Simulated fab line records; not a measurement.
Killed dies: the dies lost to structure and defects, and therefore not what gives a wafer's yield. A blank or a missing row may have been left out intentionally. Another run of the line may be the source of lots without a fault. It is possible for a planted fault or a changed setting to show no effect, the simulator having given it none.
fab line records	flow sky130
[record] lots = 7	wafers = 21	last_day = 50
route steps=708 shown VT_ADJUST_NCORE@128 VT_ADJUST_HVTR@131 VT_ADJUST_PCH@143 PAD_OPEN@708
lots that met no fault: from a run of the same line without faults
start_h: the number of hours between the record's first day and the start of the first shown wafer of the lot	wait_h: how many hours have passed since the lot's step before this one	" unchanged from the row above	L1.1+2: several wafers, shown together as one row	- either no value or no given start	* or withheld: withheld	< > ~ a bound
route shown NAME@n: names a module that has steps shown in the file, with the first one's number in the route	usual: mean/standard deviation taken from wafers without a fault	same: alike in all rows	chamber/n: place in a boat	sites: readings site by site	_std_site: the standard deviation of these	_edge_site: outer sites' mean less inner sites'	radius_mm: for every site, how far away it sits from the centre of the wafer	mask NAME#n: copy n	behind: the tool/chamber that last shaped the wafer	hold: the reason the lot was held/the length of the hold in hours/how it ended	device: which transistor (n, p or np) failed to switch	end of line: tests of these same wafers at the route's end	for a step that has no rows: nothing shown but its recipe	killed: dies that structure and defects cost at the first sort, which is not the same as the wafer's yield	map: a wafer's dies, x killed, . not, _ none there
set.NAME: setting as actually run; set.NAME@STEP: the setting as run at that earlier step	model.NAME: the simulator's own value behind a step, which no gauge read
a table for each step, a row for each wafer; lots at some steps of the route
services: a tool's chamber out of use, with start hour (start_h, from the record's first day; less than 0 if before it), hours out, and reason
[[steps]]
[step SKY_VT_ADJUST_NCORE_IMPLANT_09]
[recipe] species = B	energy_kev = 10	dose_cm2 = 2.4e+12	tilt_deg = withheld
[step SKY_VT_ADJUST_NCORE_STRIP_10]
[recipe] chemistry = O2/N2	power_w = 1400	pressure_mtorr = 1500	platen_temp_c = withheld	o2_flow_sccm = 3000	n2_flow_sccm = 300	overash_fraction = 0.5
[usual] drypump_motor_current_A = 5.7/0.39	oes_product_au = 0.716/0.0045	strip_time_to_endpoint_s = 14.18/0.039
lot.wafer	tool	chamber	start_h	wait_h	drypump_motor_current_A	oes_product_au	rf_hours_counter_h	strip_time_to_endpoint_s
L436.1	plasma_asher-04	0	202.06	0.1	5.9	0.719	52	14.22
L436.2	"	1	"	"	6.3	0.719	52	14.23
L436.6	"	0	"	"	5.9	0.712	-	14.20
L438.1	plasma_asher-04	0	214.43	0.1	5.8	0.724	53	14.17
L438.3	"	1	"	"	6.2	0.716	-	14.12
L438.4	"	0	"	"	5.8	0.722	-	14.17
L443.1	plasma_asher-02	0	255.53	0.1	5.7	0.719	42	14.14
L443.2	"	1	"	"	5.8	0.715	42	14.15
L443.3	"	0	"	"	5.7	0.720	-	14.13
L444.1	plasma_asher-02	0	266.93	0.1	5.7	0.722	43	14.19
L444.2	"	1	"	"	5.8	0.714	43	14.22
L444.6	"	1	"	"	5.8	0.715	-	14.24
L447.1	plasma_asher-03	0	284.96	0.1	5.3	0.714	16	14.23
L447.3	"	0	"	"	5.3	0.713	-	14.18
L447.5	"	1	"	"	4.9	0.721	-	14.21
L456.2	plasma_asher-02	1	350.47	0.1	5.8	0.713	51	14.27
L456.3	"	1	"	"	5.8	0.723	-	14.24
L456.6	"	0	"	"	5.7	0.715	-	14.21
L455.3	plasma_asher-04	0	350.95	0.1	5.9	0.709	-	14.22
L455.5	"	0	"	"	5.9	0.717	-	14.22
L455.6	"	1	"	"	6.3	0.722	-	14.21
[step SKY_VT_ADJUST_NCORE_TW_MEAS_11]
[usual] VT_ADJUST_NCORE_TW = 218.3/2
lot.wafer	tool	chamber	start_h	wait_h	VT_ADJUST_NCORE_TW
L436.1	film_metro-01	-	202.16	0.1	221.0
L436.2	"	-	"	"	221.2
L436.6	"	-	"	"	219.5
L438.1	film_metro-04	-	214.53	0.1	215.9
L438.3	"	-	"	"	216.7
L438.4	"	-	"	"	216.8
L443.1	film_metro-04	-	255.63	0.1	216.6
L443.2	"	-	"	"	216.9
L443.3	"	-	"	"	217.0
L444.1	film_metro-04	-	267.03	0.1	217.0
L444.2	"	-	"	"	217.2
L444.6	"	-	"	"	218.3
L447.1	film_metro-01	-	285.07	0.1	219.4
L447.3	"	-	"	"	221.0
L447.5	"	-	"	"	220.1
L456.2	film_metro-01	-	350.58	0.1	219.7
L456.3	"	-	"	"	219.5
L456.6	"	-	"	"	218.7
L455.3	film_metro-01	-	351.03	0.1	218.5
L455.5	"	-	"	"	218.5
L455.6	"	-	"	"	219.3
[step SKY_VT_ADJUST_HVTR_DEHYDRATE_00]
[recipe] temp_c = 200	time_s = 60
[step SKY_VT_ADJUST_HVTR_HMDS_01]
[recipe] prime_time_s = 60	prime_temp_c = 120
[step SKY_VT_ADJUST_HVTR_COAT_02]
[recipe] resist = NOVOLAK	spin_rpm = 3000	resist_thk_nm = 1140
[step SKY_VT_ADJUST_HVTR_SOFTBAKE_03]
[recipe] temp_c = 90	time_s = 60	resist = NOVOLAK
[step SKY_VT_ADJUST_HVTR_EXPOSE_04]
[recipe] mask_id = HVTRM	target_cd_nm = 380	na = 0.6	source_shape = conventional	sigma_outer = 0.6	dose_mj = 150
[step SKY_VT_ADJUST_HVTR_PEB_05]
[recipe] temp_c = withheld	time_s = *	resist = NOVOLAK
[step SKY_VT_ADJUST_HVTR_DEVELOP_06]
[recipe] develop_time_s = 60	dev_temp_c = 23
[step SKY_VT_ADJUST_HVTR_CD_MEAS_07]
[recipe] target_cd_nm = 380
[usual] cd_nm = 380.4/2
lot.wafer	tool	chamber	start_h	wait_h	cd_nm
L436.1	cd_sem-01	-	224.33	0.1	381.7
L436.2	"	-	"	"	377.8
L436.6	"	-	"	"	379.5
L438.1	cd_sem-02	-	236.72	0.1	382.1
L438.3	"	-	"	"	382.4
L438.4	"	-	"	"	383.2
L443.1	cd_sem-01	-	279.97	0.1	378.7
L443.2	"	-	"	"	382.5
L443.3	"	-	"	"	381.9
L444.1	cd_sem-02	-	292.13	0.1	383.1
L444.2	"	-	"	"	382.5
L444.6	"	-	"	"	382.3
L447.1	cd_sem-01	-	309.66	0.1	381.1
L447.3	"	-	"	"	378.9
L447.5	"	-	"	"	378.4
L456.2	cd_sem-01	-	378.14	0.1	378.2
L456.3	"	-	"	"	378.5
L456.6	"	-	"	"	381.4
L455.3	cd_sem-02	-	379.10	0.1	381.1
L455.5	"	-	"	"	380.3
L455.6	"	-	"	"	380.5
[step SKY_VT_ADJUST_HVTR_OVL_MEAS_08]
[usual] VT_ADJUST_HVTR_OVL = -0.7/1.3
lot.wafer	tool	chamber	start_h	wait_h	VT_ADJUST_HVTR_OVL[nm]
L436.1	overlay-01	-	224.45	0.1	-0.6
L436.2	"	-	"	"	-0.3
L436.6	"	-	"	"	-0.3
L438.1	overlay-01	-	236.84	0.1	-1.0
L438.3	"	-	"	"	-2.9
L438.4	"	-	"	"	-2.9
L443.1	overlay-02	-	280.09	0.1	-0.2
L443.2	"	-	"	"	-1.0
L443.3	"	-	"	"	-1.3
L444.1	overlay-01	-	292.25	0.1	-0.8
L444.2	"	-	"	"	-0.5
L444.6	"	-	"	"	-1.4
L447.1	overlay-01	-	309.78	0.1	1.0
L447.3	"	-	"	"	-0.4
L447.5	"	-	"	"	-0.2
L456.2	overlay-02	-	378.25	0.1	-1.7
L456.3	"	-	"	"	-0.1
L456.6	"	-	"	"	0.5
L455.3	overlay-01	-	379.19	0.1	1.8
L455.5	"	-	"	"	-0.9
L455.6	"	-	"	"	0.5
[step SKY_VT_ADJUST_HVTR_IMPLANT_09]
[recipe] species = B	energy_kev = 10	dose_cm2 = 2.1e+12	tilt_deg = withheld
[usual] dose_ions_cm2 = 2.1001e+12/2.4e+09	faraday_current_uA = 11.85/0.23
lot.wafer	tool	chamber	start_h	wait_h	dose_ions_cm2	faraday_current_uA
L436.1	implanter-02	0	224.49	0.0	2.1039e+12	12.02
L436.2	"	0	"	"	2.1016e+12	11.97
L436.6	"	0	"	"	2.1026e+12	11.33
L438.1	implanter-04	0	236.88	0.0	2.0992e+12	12.08
L438.3	"	0	"	"	2.0962e+12	12.08
L438.4	"	0	"	"	2.0974e+12	11.96
L443.1	implanter-04	0	280.13	0.0	1.68e+12	9.67
L443.2	"	0	"	"	1.6799e+12	9.48
L443.3	"	0	"	"	1.6768e+12	9.61
L444.1	implanter-04	0	292.29	0.0	1.6801e+12	9.23
L444.2	"	0	"	"	1.6783e+12	9.59
L444.6	"	0	"	"	1.6788e+12	9.79
L447.1	implanter-04	0	309.81	0.0	1.6788e+12	9.39
L447.3	"	0	"	"	1.6782e+12	9.47
L447.5	"	0	"	"	1.6804e+12	9.26
L456.2	implanter-02	0	378.30	0.0	2.0977e+12	12.03
L456.3	"	0	"	"	2.1038e+12	11.92
L456.6	"	0	"	"	2.1012e+12	11.87
L455.3	implanter-03	0	379.26	0.1	2.0979e+12	11.58
L455.5	"	0	"	"	2.0999e+12	12.17
L455.6	"	0	"	"	2.0975e+12	12.08
[step SKY_VT_ADJUST_HVTR_STRIP_10]
[recipe] chemistry = O2/N2	power_w = 1400	pressure_mtorr = 1500	platen_temp_c = withheld	o2_flow_sccm = 3000	n2_flow_sccm = 300	overash_fraction = 0.5
[usual] drypump_motor_current_A = 5.7/0.35	oes_product_au = 0.716/0.0048	strip_time_to_endpoint_s = 14.18/0.04
lot.wafer	tool	chamber	start_h	wait_h	drypump_motor_current_A	oes_product_au	rf_hours_counter_h	strip_time_to_endpoint_s
L436.1	plasma_asher-02	0	224.64	0.1	5.7	0.714	39	14.20
L436.2	"	1	"	"	5.8	0.716	39	14.15
L436.6	"	0	"	"	5.7	0.717	-	14.14
L438.1	plasma_asher-02	0	237.03	0.1	5.7	0.715	41	14.15
L438.3	"	1	"	"	5.8	0.717	-	14.12
L438.4	"	0	"	"	5.7	0.720	-	14.14
L443.1	plasma_asher-04	1	280.28	0.1	6.3	0.712	59	14.11
L443.2	"	0	"	"	5.9	0.707	59	14.13
L443.3	"	0	"	"	5.9	0.720	-	14.14
L444.1	plasma_asher-02	0	292.44	0.1	5.7	0.717	46	14.17
L444.2	"	1	"	"	5.8	0.712	46	14.15
L444.6	"	1	"	"	5.8	0.713	-	14.16
L447.1	plasma_asher-04	0	309.96	0.1	5.8	0.723	63	14.23
L447.3	"	1	"	"	6.3	0.713	-	14.21
L447.5	"	1	"	"	6.2	0.718	-	14.22
L456.2	plasma_asher-02	1	378.43	0.1	5.8	0.719	54	14.24
L456.3	"	1	"	"	5.8	0.723	-	14.20
L456.6	"	1	"	"	5.8	0.720	-	14.22
L455.3	plasma_asher-02	1	379.40	0.1	5.8	0.712	-	14.21
L455.5	"	1	"	"	5.8	0.712	-	14.22
L455.6	"	0	"	"	5.7	0.713	-	14.19
[step SKY_VT_ADJUST_HVTR_TW_MEAS_11]
[usual] VT_ADJUST_HVTR_TW = 211.6/1.1
lot.wafer	tool	chamber	start_h	wait_h	VT_ADJUST_HVTR_TW
L436.1	film_metro-03	-	224.74	0.1	211.2
L436.2	"	-	"	"	211.4
L436.6	"	-	"	"	210.7
L438.1	film_metro-01	-	237.13	0.1	212.4
L438.3	"	-	"	"	211.8
L438.4	"	-	"	"	212.4
L443.1	film_metro-01	-	280.38	0.1	199.9
L443.2	"	-	"	"	199.0
L443.3	"	-	"	"	199.9
L444.1	film_metro-02	-	292.54	0.1	200.1
L444.2	"	-	"	"	198.9
L444.6	"	-	"	"	199.1
L447.1	film_metro-02	-	310.06	0.1	199.3
L447.3	"	-	"	"	200.0
L447.5	"	-	"	"	199.9
L456.2	film_metro-01	-	378.54	0.1	211.7
L456.3	"	-	"	"	211.6
L456.6	"	-	"	"	211.1
L455.3	film_metro-02	-	379.48	0.1	211.9
L455.5	"	-	"	"	212.1
L455.6	"	-	"	"	212.0
[step SKY_VT_ADJUST_PCH_DEHYDRATE_00]
[recipe] temp_c = 200	time_s = 60
[step SKY_PAD_OPEN_PROBE_99]
[usual] killed_at_M0_to_M3 = 44/6.5	killed_at_M4_up = 3.3/1.7	killed_at_contacts = 25/5.3	killed_at_front_end = 15/5	killed_at_other = 0.2/0.47	killed_dies = 87/9.9	killed_open = 47/8	killed_short = 39/6.1
[same] gross_dies = 492	killed_at_back_side = 0
lot.wafer	tool	chamber	start_h	wait_h	killed_at_M0_to_M3	killed_at_M4_up	killed_at_contacts	killed_at_front_end	killed_at_other	killed_dies	killed_open	killed_short	model.etest.pfet_01v8_mvt.drive_ua_um	model.etest.pfet_01v8_mvt.off_log10_a_um	model.etest.pfet_01v8_mvt.vt_sat_v	model.etest.pfet_01v8_mvt.vt_v	model.etest.pfet_01v8_mvt.vt_long_v
L436.1	prober-02	-	1092.48	0.1	34	2	23	16	1	76	42	34	147.1	-11.19	-0.5997	-0.6835	-0.891
L436.2	prober-02	-	1092.53	0.1	43	7	22	11	0	83	46	37	144.7	-11.33	-0.6081	-0.6869	-0.8925
L436.6	prober-02	-	1092.73	0.2	49	2	26	21	0	98	56	42	145.8	-11.29	-0.6054	-0.6891	-0.8918
L438.1	prober-02	-	1105.78	0.1	44	4	22	17	0	87	45	42	150.6	-10.07	-0.5298	-0.6192	-0.8304
L438.3	prober-02	-	1105.88	0.2	46	3	27	18	1	95	52	43	153.6	-10.17	-0.5254	-0.6204	-0.8342
L438.4	prober-02	-	1105.93	0.2	56	5	19	23	0	103	57	46	156.4	-10.05	-0.5161	-0.6129	-0.8295
L443.1	prober-01	-	1135.24	0.1	50	3	38	9	0	100	57	43	143.8	-11.51	-0.6303	-0.7058	-0.9094
L443.2	prober-01	-	1135.29	0.1	47	2	20	17	0	86	46	40	140.3	-11.54	-0.6325	-0.7078	-0.9109
L443.3	prober-01	-	1135.34	0.2	64	5	20	8	0	97	44	53	141.7	-11.64	-0.632	-0.707	-0.9096
L444.1	prober-02	-	1147.82	0.1	59	4	25	15	0	103	53	50	142.5	-11.43	-0.6264	-0.7045	-0.9104
L444.2	prober-02	-	1147.87	0.1	38	2	31	19	0	90	45	45	139.8	-11.48	-0.6419	-0.715	-0.918
L444.6	prober-02	-	1148.07	0.2	41	2	18	11	0	72	40	32	144.4	-11.57	-0.6361	-0.7156	-0.9157
L447.1	prober-01	-	1161.68	0.1	55	2	23	8	0	88	52	36	141.8	-11.55	-0.6189	-0.6983	-0.8994
L447.3	prober-01	-	1161.78	0.2	49	3	29	8	0	89	44	45	140.8	-11.38	-0.6221	-0.6988	-0.8952
L447.5	prober-01	-	1161.88	0.2	42	5	21	18	0	86	52	34	140.1	-11.28	-0.62	-0.6981	-0.8939
L456.2	prober-02	-	1200.44	0.1	40	4	25	11	0	80	43	37	159.1	-10.4	-0.5505	-0.6416	-0.851
L456.3	prober-02	-	1200.49	0.2	49	4	28	25	0	106	54	52	151.6	-10.91	-0.5831	-0.6684	-0.8658
L456.6	prober-02	-	1200.64	0.2	43	4	19	7	0	73	44	29	156.7	-10.58	-0.5617	-0.6489	-0.852
L455.3	prober-02	-	1203.73	0.2	39	1	24	18	0	82	46	36	153.4	-10.78	-0.5743	-0.6594	-0.8647
L455.5	prober-02	-	1203.83	0.2	31	6	36	12	0	85	55	30	152.1	-10.62	-0.5764	-0.6575	-0.8632
L455.6	prober-02	-	1203.88	0.2	32	2	25	7	0	66	36	30	147.7	-10.82	-0.5839	-0.6676	-0.8718
// killed by level:class
L436.1 LI_CONTACT:geometric_particle:open=10 METAL1:geometric_particle:short=8 CONTACT:geometric_particle:open=6 VIA1:geometric_particle:open=5 VIA1:geometric_particle:short=5 CONTACT:geometric_particle:short=4 VIA2:geometric_particle:short=4 FIELD_ISO:geometric_particle:open=3
L436.2 VIA1:geometric_particle:open=9 CONTACT:geometric_particle:open=6 VIA2:geometric_particle:open=6 LI_CONTACT:geometric_particle:open=5 VIA3:geometric_particle:short=4 CONTACT:geometric_particle:short=4 METAL1:geometric_particle:short=4 METAL2:geometric_particle:short=4
L436.6 VIA1:geometric_particle:open=10 FIELD_ISO:geometric_particle:open=9 VIA2:geometric_particle:open=9 VIA3:geometric_particle:open=8 CONTACT:geometric_particle:short=7 CONTACT:geometric_particle:open=7 VIA3:geometric_particle:short=6 LI_CONTACT:geometric_particle:open=5
L438.1 VIA1:geometric_particle:open=10 CONTACT:geometric_particle:open=7 VIA3:geometric_particle:open=7 VIA2:geometric_particle:open=6 POLY_GATE:geometric_particle:short=5 LI_CONTACT:geometric_particle:open=5 METAL2:geometric_particle:short=5 POLY_GATE:geometric_particle:open=4
L438.3 VIA1:geometric_particle:open=16 LOCAL_INTERCONNECT:geometric_particle:short=8 CONTACT:geometric_particle:open=8 VIA3:geometric_particle:open=8 POLY_GATE:geometric_particle:open=5 VIA1:geometric_particle:short=5 METAL2:geometric_particle:short=5 METAL3:geometric_particle:short=5
L438.4 VIA1:geometric_particle:open=20 CONTACT:geometric_particle:open=9 POLY_GATE:geometric_particle:short=6 VIA3:geometric_particle:open=6 VIA1:geometric_particle:short=6 VIA2:geometric_particle:open=6 FIELD_ISO:geometric_particle:short=5 VIA2:geometric_particle:short=5
L443.1 LI_CONTACT:geometric_particle:open=18 CONTACT:geometric_particle:open=10 VIA1:geometric_particle:open=8 METAL2:geometric_particle:short=7 VIA2:geometric_particle:open=7 VIA3:geometric_particle:open=7 METAL1:geometric_particle:short=6 VIA2:geometric_particle:short=5
L443.2 VIA1:geometric_particle:open=10 VIA2:geometric_particle:open=8 POLY_GATE:geometric_particle:open=6 METAL1:geometric_particle:short=6 LI_CONTACT:geometric_particle:open=6 VIA2:geometric_particle:short=6 POLY_GATE:geometric_particle:short=5 VIA1:geometric_particle:short=5
L443.3 METAL2:geometric_particle:short=14 METAL1:geometric_particle:short=8 VIA1:geometric_particle:open=8 VIA3:geometric_particle:open=8 VIA2:geometric_particle:open=8 LI_CONTACT:geometric_particle:open=7 LI_CONTACT:geometric_particle:short=7 VIA1:geometric_particle:short=5
L444.1 LI_CONTACT:geometric_particle:open=10 VIA3:geometric_particle:open=8 METAL2:geometric_particle:short=7 CONTACT:geometric_particle:open=7 VIA1:geometric_particle:open=7 VIA2:geometric_particle:short=6 METAL1:geometric_particle:short=5 VIA1:geometric_particle:short=5
L444.2 VIA1:geometric_particle:open=12 LI_CONTACT:geometric_particle:open=9 FIELD_ISO:geometric_particle:short=6 LI_CONTACT:geometric_particle:short=6 CONTACT:geometric_particle:open=6 VIA2:geometric_particle:open=6 CONTACT:geometric_particle:short=5 POLY_GATE:geometric_particle:short=4
L444.6 CONTACT:geometric_particle:open=8 VIA1:geometric_particle:open=8 VIA2:geometric_particle:open=6 CONTACT:geometric_particle:short=5 METAL2:geometric_particle:short=5 VIA3:geometric_particle:open=5 POLY_GATE:geometric_particle:short=4 FIELD_ISO:geometric_particle:open=3
L447.1 VIA1:geometric_particle:open=17 CONTACT:geometric_particle:open=13 VIA2:geometric_particle:open=8 METAL1:geometric_particle:short=7 LI_CONTACT:geometric_particle:open=6 VIA3:geometric_particle:open=6 VIA1:geometric_particle:short=5 METAL2:geometric_particle:short=4
L447.3 VIA1:geometric_particle:open=13 CONTACT:geometric_particle:open=10 LI_CONTACT:geometric_particle:open=7 CONTACT:geometric_particle:short=7 METAL1:geometric_particle:short=7 VIA1:geometric_particle:short=6 FIELD_ISO:geometric_particle:short=5 VIA2:geometric_particle:open=5
L447.5 CONTACT:geometric_particle:open=13 VIA1:geometric_particle:open=11 VIA3:geometric_particle:open=8 FIELD_ISO:geometric_particle:short=6 VIA2:geometric_particle:open=6 VIA3:geometric_particle:short=4 FIELD_ISO:geometric_particle:open=3 POLY_GATE:geometric_particle:open=3
L456.2 VIA1:geometric_particle:open=10 CONTACT:geometric_particle:open=8 LI_CONTACT:geometric_particle:open=6 LOCAL_INTERCONNECT:geometric_particle:short=5 METAL1:geometric_particle:short=4 VIA1:geometric_particle:short=4 VIA2:geometric_particle:open=4 VIA3:geometric_particle:open=4
L456.3 CONTACT:geometric_particle:open=12 VIA1:geometric_particle:open=11 FIELD_ISO:geometric_particle:open=7 POLY_GATE:geometric_particle:short=7 VIA2:geometric_particle:short=6 FIELD_ISO:geometric_particle:short=5 POLY_GATE:geometric_particle:open=5 LOCAL_INTERCONNECT:geometric_particle:short=5
L456.6 VIA1:geometric_particle:open=14 CONTACT:geometric_particle:open=8 CONTACT:geometric_particle:short=5 VIA2:geometric_particle:open=5 VIA1:geometric_particle:short=4 METAL2:geometric_particle:short=4 FIELD_ISO:geometric_particle:open=3 METAL1:geometric_particle:short=3
L455.3 CONTACT:geometric_particle:open=13 VIA2:geometric_particle:open=8 FIELD_ISO:geometric_particle:short=7 VIA3:geometric_particle:open=7 METAL1:geometric_particle:short=6 METAL2:geometric_particle:short=6 VIA1:geometric_particle:open=5 LI_CONTACT:geometric_particle:open=4
L455.5 CONTACT:geometric_particle:open=20 VIA3:geometric_particle:open=9 LI_CONTACT:geometric_particle:open=8 VIA2:geometric_particle:open=6 FIELD_ISO:geometric_particle:short=5 CONTACT:geometric_particle:short=5 VIA1:geometric_particle:open=5 METAL4:geometric_particle:short=5
L455.6 CONTACT:geometric_particle:open=9 VIA3:geometric_particle:open=7 LI_CONTACT:geometric_particle:open=6 METAL3:geometric_particle:short=6 LOCAL_INTERCONNECT:geometric_particle:short=5 VIA1:geometric_particle:open=5 VIA2:geometric_particle:short=4 VIA2:geometric_particle:open=4
[[services]]
tool	chamber	start_h	hours	kind
implanter-04	-	248.12	0.5	repair
implanter-02	-	258.91	3.5	repair
implanter-03	-	262.80	6.1	pm
implanter-03	-	270.13	1.3	repair
plasma_asher-02	-	277.14	3.4	repair
plasma_asher-03	-	288.54	15.6	pm
implanter-04	-	289.56	0.9	repair
implanter-02	-	293.71	2.0	repair
plasma_asher-02	-	307.31	1.4	repair
implanter-03	-	312.48	1.0	repair
implanter-03	-	354.64	1.7	repair
implanter-04	-	360.74	4.1	repair
implanter-03	-	364.46	1.1	repair
[[key]]
[first_sign] step = SKY_VT_ADJUST_HVTR_IMPLANT_09	reading = dose_ions_cm2	direction = down	sigmas = 99+	usual = *	struck = *
[effect] step = SKY_VT_ADJUST_HVTR_IMPLANT_09	reading = faraday_current_uA	direction = down	sigmas = 10	usual = 11.85	struck = 9.50
[effect] step = SKY_VT_ADJUST_HVTR_TW_MEAS_11	reading = VT_ADJUST_HVTR_TW	direction = down	sigmas = 11	usual = 211.6	struck = 199.6
[model_effect] step = SKY_PAD_OPEN_PROBE_99	value = etest.pfet_01v8_mvt.drive_ua_um	without = 149.7	struck = 141.7
met_at SKY_VT_ADJUST_HVTR_IMPLANT_09
struck_wafers L443.1,L443.2,L443.3,L444.1,L444.2,L444.6,L447.1,L447.3,L447.5
tester_left_out L443,L444,L447
onset_between 236.88 280.13
[fault] kind = process_parameter_drift	tool = implanter-04	chamber = -	onset_h = 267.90	steps = SKY_VT_ADJUST_HVTR_IMPLANT_09	channel = dose_cm2	offset = *	shape = step	end_h = 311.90	acts_in = *	stated = *
// tester_left_out: of these lots the tester's yield and bins aren't shown, on N5 and GAA mostly nor the transistor test; their killed dies are dies lost to structure and defects alone, not to doping, threshold or leakage, so they don't give the yield
